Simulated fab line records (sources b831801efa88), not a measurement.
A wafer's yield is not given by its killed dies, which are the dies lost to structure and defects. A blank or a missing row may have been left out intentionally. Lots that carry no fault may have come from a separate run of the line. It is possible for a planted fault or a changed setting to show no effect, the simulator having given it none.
Which tool was responsible? / flow gf180mcu / Sampling: 12 lots, 36 wafers, 4 of 602 route steps

## WHAT THE GAUGES SHOWED, per wafer
GF_LVPWELL_TW_MEAS_11. Usual: for LVPWELL_TW the level is 555 and the standard deviation is 5.4.
lot=L780; measured=day 4 06:07; on=film_metro-01; LVPWELL_TW=551 554 554; flag=
lot=L781; measured=day 4 12:29; on=film_metro-04; LVPWELL_TW=547 549 548; flag=
lot=L782; measured=day 4 18:49; on=film_metro-02; LVPWELL_TW=562 562 562; flag=
lot=L784; measured=day 5 01:34; on=film_metro-01; LVPWELL_TW=552 553 552; flag=
lot=L785; measured=day 5 09:47; on=film_metro-02; LVPWELL_TW=562 563 561; flag=
lot=L787; measured=day 5 18:25; on=film_metro-02; LVPWELL_TW=559 560 560; flag=
lot=L788; measured=day 5 23:49; on=film_metro-01; LVPWELL_TW=554 556 554; flag=
lot=L789; measured=day 6 07:59; on=film_metro-01; LVPWELL_TW=553 554 556; flag=
lot=L791; measured=day 6 19:27; on=film_metro-02; LVPWELL_TW=593 592 591; flag=OFF
lot=L792; measured=day 6 23:58; on=film_metro-02; LVPWELL_TW=559 562 567; flag=
lot=L798; measured=day 8 09:59; on=film_metro-01; LVPWELL_TW=586 585 587; flag=OFF
lot=L802; measured=day 9 06:32; on=film_metro-04; LVPWELL_TW=550 549 551; flag=

GF_VT_IMPLANT_RS_MEAS_48: a four-point-probe measurement. Usual: for LVPWELL_RS the level is 1197.5 ohm/sq and the standard deviation is 3.
lot=L780; measured=day 8 02:19; on=film_metro-02; LVPWELL_RS (ohm/sq)=1187.2 1190.7 1191.0; flag=
lot=L781; measured=day 8 11:14; on=film_metro-01; LVPWELL_RS (ohm/sq)=1199.8 1196.6 1197.3; flag=
lot=L782; measured=day 8 17:20; on=film_metro-04; LVPWELL_RS (ohm/sq)=1197.3 1197.9 1196.7; flag=
lot=L784; measured=day 9 00:47; on=film_metro-02; LVPWELL_RS (ohm/sq)=1201.2 1199.4 1203.0; flag=
lot=L785; measured=day 9 14:17; on=film_metro-02; LVPWELL_RS (ohm/sq)=1194.7 1195.6 1194.7; flag=
lot=L787; measured=day 9 22:58; on=film_metro-02; LVPWELL_RS (ohm/sq)=1197.3 1199.0 1198.6; flag=
lot=L788; measured=day 10 03:41; on=film_metro-02; LVPWELL_RS (ohm/sq)=1196.4 1198.4 1197.4; flag=
lot=L789; measured=day 10 14:53; on=film_metro-01; LVPWELL_RS (ohm/sq)=1197.0 1196.8 1199.7; flag=
lot=L791; measured=day 11 04:10; on=film_metro-02; LVPWELL_RS (ohm/sq)=1032.1 1029.9 1030.2; flag=OFF
lot=L792; measured=day 11 08:34; on=film_metro-04; LVPWELL_RS (ohm/sq)=1194.4 1197.1 1197.7; flag=
lot=L798; measured=day 12 23:59; on=film_metro-02; LVPWELL_RS (ohm/sq)=1034.8 1032.8 1033.8; flag=OFF
lot=L802; measured=day 14 00:47; on=film_metro-01; LVPWELL_RS (ohm/sq)=1191.4 1194.6 1195.0; flag=

## EACH LOT AND THE TOOL THAT RAN IT (in order: tool; ch and the chambers of the sampled wafers; start)
lot=L780; GF_LVPWELL_IMPLANT_09=implanter-03 ch 0, day 4 05:52; GF_VT_IMPLANT_RTA_45=rtp_anneal-02 ch 0, day 8 01:58
lot=L781; GF_LVPWELL_IMPLANT_09=implanter-04 ch 0, day 4 12:16; GF_VT_IMPLANT_RTA_45=rtp_anneal-02 ch 0, day 8 10:54
lot=L782; GF_LVPWELL_IMPLANT_09=implanter-04 ch 0, day 4 18:34; GF_VT_IMPLANT_RTA_45=rtp_anneal-02 ch 0, day 8 16:59
lot=L784; GF_LVPWELL_IMPLANT_09=implanter-04 ch 0, day 5 01:19; GF_VT_IMPLANT_RTA_45=rtp_anneal-01 ch 0, day 9 00:26
lot=L785; GF_LVPWELL_IMPLANT_09=implanter-02 ch 0, day 5 09:34; GF_VT_IMPLANT_RTA_45=rtp_anneal-02 ch 0, day 9 13:56
lot=L787; GF_LVPWELL_IMPLANT_09=implanter-03 ch 0, day 5 18:10; GF_VT_IMPLANT_RTA_45=rtp_anneal-02 ch 0, day 9 22:38
lot=L788; GF_LVPWELL_IMPLANT_09=implanter-02 ch 0, day 5 23:34; GF_VT_IMPLANT_RTA_45=rtp_anneal-01 ch 0, day 10 03:21
lot=L789; GF_LVPWELL_IMPLANT_09=implanter-02 ch 0, day 6 07:44; GF_VT_IMPLANT_RTA_45=rtp_anneal-02 ch 0, day 10 14:32
lot=L791; GF_LVPWELL_IMPLANT_09=implanter-03 ch 0, day 6 18:53; GF_VT_IMPLANT_RTA_45=rtp_anneal-01 ch 0, day 11 03:50
lot=L792; GF_LVPWELL_IMPLANT_09=implanter-02 ch 0, day 6 23:43; GF_VT_IMPLANT_RTA_45=rtp_anneal-02 ch 0, day 11 08:14
lot=L798; GF_LVPWELL_IMPLANT_09=implanter-03 ch 0, day 8 09:26; GF_VT_IMPLANT_RTA_45=rtp_anneal-01 ch 0, day 12 23:38
lot=L802; GF_LVPWELL_IMPLANT_09=implanter-03 ch 0, day 9 06:17; GF_VT_IMPLANT_RTA_45=rtp_anneal-01 ch 0, day 14 00:27
- GF_LVPWELL_IMPLANT_09
- GF_VT_IMPLANT_RTA_45: time 30 s.

## WHAT THE TOOLS THEMSELVES READ (means of the sampled wafers that have a number; where no wafer has one, the mark that the record gives instead)
GF_VT_IMPLANT_RTA_45. Usual: lamp_power_pct 35.3 %, standard deviation 1.8; wafer_temp_C_max 1053.5, standard deviation 0.82.
lot=L780; tool=rtp_anneal-02; lamp_power_pct (%)=36.9; wafer_temp_C_max=1052.4; flag=
lot=L781; tool=rtp_anneal-02; lamp_power_pct (%)=36.8; wafer_temp_C_max=1053.3; flag=
lot=L782; tool=rtp_anneal-02; lamp_power_pct (%)=36.9; wafer_temp_C_max=1053.2; flag=
lot=L784; tool=rtp_anneal-01; lamp_power_pct (%)=33.2; wafer_temp_C_max=1054.0; flag=
lot=L785; tool=rtp_anneal-02; lamp_power_pct (%)=36.9; wafer_temp_C_max=1053.2; flag=
lot=L787; tool=rtp_anneal-02; lamp_power_pct (%)=36.9; wafer_temp_C_max=1053.2; flag=
lot=L788; tool=rtp_anneal-01; lamp_power_pct (%)=33.1; wafer_temp_C_max=1053.9; flag=
lot=L789; tool=rtp_anneal-02; lamp_power_pct (%)=36.9; wafer_temp_C_max=1053.3; flag=
lot=L791; tool=rtp_anneal-01; lamp_power_pct (%)=33.2; wafer_temp_C_max=1053.9; flag=
lot=L792; tool=rtp_anneal-02; lamp_power_pct (%)=36.8; wafer_temp_C_max=1053.0; flag=
lot=L798; tool=rtp_anneal-01; lamp_power_pct (%)=33.2; wafer_temp_C_max=1053.7; flag=
lot=L802; tool=rtp_anneal-01; lamp_power_pct (%)=33.2; wafer_temp_C_max=1053.8; flag=

## THE ANSWER, worked out from the rows above alone
Rule: lot off if the mean of its wafers having a number is beyond 3 standard deviations from the usual mean. Also off: a lot with no number at a reading for which 4 or more lots have one. Any other lot the step has rows for is counted as sound. Order of review: gauges by route order, followed by the tools' own readings, for which a lot's mean as printed above is used. The first step at which some lot is off is used, and at that step the reading that is off furthest; a lot without a number counts as furthest.
Off: L791, L798, seen at GF_LVPWELL_TW_MEAS_11 (LVPWELL_TW).
If a tool, at a process step before that reading, ran all the lots that are off and no sound lot after the first of them, it fits. The gauges at GF_LVPWELL_TW_MEAS_11 are tried like those tools. No candidate that was tried fits.

## WHAT WAS PUT IN BY THE SIMULATOR
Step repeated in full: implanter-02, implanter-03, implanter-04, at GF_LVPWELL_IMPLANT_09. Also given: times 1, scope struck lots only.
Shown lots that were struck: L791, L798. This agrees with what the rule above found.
